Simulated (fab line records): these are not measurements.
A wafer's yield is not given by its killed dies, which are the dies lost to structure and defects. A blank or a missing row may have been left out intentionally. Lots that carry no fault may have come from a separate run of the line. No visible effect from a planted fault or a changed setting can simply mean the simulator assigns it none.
Problem report, 8D (eight disciplines) form, completed by code / flow gf180mcu / the parts of the form that need people (team, actions taken, sign-off) are left out

1. THE ISSUE
rf_fwd_power_W at GF_M5_ETCH_09 reads a mean of 917 W on 1 wafer of 1 lot; wafers without a fault read 785 W with a standard deviation of 4.6. That is +29 standard deviations from the usual mean.
The step: etches Si3N4 in CF4/O2, target depth 52 nm, time 11.6 s.
Seen first at day 30 16:56 on rie_diel-04, wafer L206.4. The record has a number at this step for 15 wafers belonging to 5 lots. By rule, "out" or "out of limits" means more than 4 standard deviations away from the usual mean. All remaining wafers that have a number are taken as sound.

2. WHAT IT IS AND WHAT IT IS NOT
question=which readings at this step | is=rf_fwd_power_W, oes_product_au | is not=drypump_motor_current_A
question=which lots | is=L206 | is not=L196, L198, L210, L215
question=which wafers of those lots | is=L206.4 | is not=L206.2, L206.6
question=read on which tools | is=rie_diel-04 | is not=rie_diel-01, rie_diel-02
question=when | is=from day 30 16:56 | is not=up to then (8 sound wafers); but 6 sound wafers of L210, L215 came after

3. SUSPECTS, AND WHAT RULES EACH OUT
Counting: if a tool at a process step up to the reading ran every lot that is out, it stays a suspect. Sound lots after the first of them don't rule it out here, since some wafers of a struck lot are sound.
- plasma_asher-04 at GF_MIM_STRIP_20 (strips in O2/N2): kept. It ran the lot that is out, L206 (day 29 22:45); its last sound lot up to then is L198 (day 27 05:03).
- rie_diel-04 at GF_M5_ETCH_09 (etches Si3N4 in CF4/O2, target depth 52 nm, time 11.6 s): kept. It ran the lot that is out, L206 (day 30 16:56); its last sound lot up to then is L196 (day 27 11:08). Its own readings are out on those wafers: oes_product_au, rf_fwd_power_W.
- At GF_M5_ETCH_09 on rie_diel-04, chamber 0 took the sound wafers of the same lots and chamber 3 took the wafers that are out.
The count leaves rie_diel-04 at GF_M5_ETCH_09 and plasma_asher-04 at GF_MIM_STRIP_20.

4. THE CAUSE (what the simulator had put in)
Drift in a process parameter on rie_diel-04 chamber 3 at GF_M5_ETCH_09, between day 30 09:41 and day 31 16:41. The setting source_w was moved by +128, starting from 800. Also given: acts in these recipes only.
Of the 2 suspects that counting leaves, this tool is one.

5. THE CHAIN OF EFFECTS, in route order
Each row: a reading whose mean over the struck wafers that have a number lies more than 3 standard deviations from the usual. Only readings for which the record gives a usual standard deviation are gone through. hours: the time from each lot's start at the first step in this table that gives one to its start at this step, as a median over the lots. sigmas: the change in usual standard deviations.
hours=0; step=GF_M5_ETCH_09; reading=oes_product_au; usual=1.002 a.u.; on struck wafers=1.092; change=+0.090; sigmas=+9.6
hours=0; step=GF_M5_ETCH_09; reading=rf_fwd_power_W; usual=785 W; on struck wafers=917; change=+132; sigmas=+29
hours=0; step=GF_M5_ETCH_09; reading=throttle_valve_pct; usual=5.969 %; on struck wafers=6.005; change=+0.036; sigmas=+3.9
Here are the process steps it includes:
- GF_M5_ETCH_09: etches Si3N4 in CF4/O2, target depth 52 nm, time 11.6 s.

6. WHAT WOULD HAVE CAUGHT IT SOONER
7 hours passed between the start of the fault at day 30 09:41 and the first reading out of limits in this record, taken at day 30 16:56.
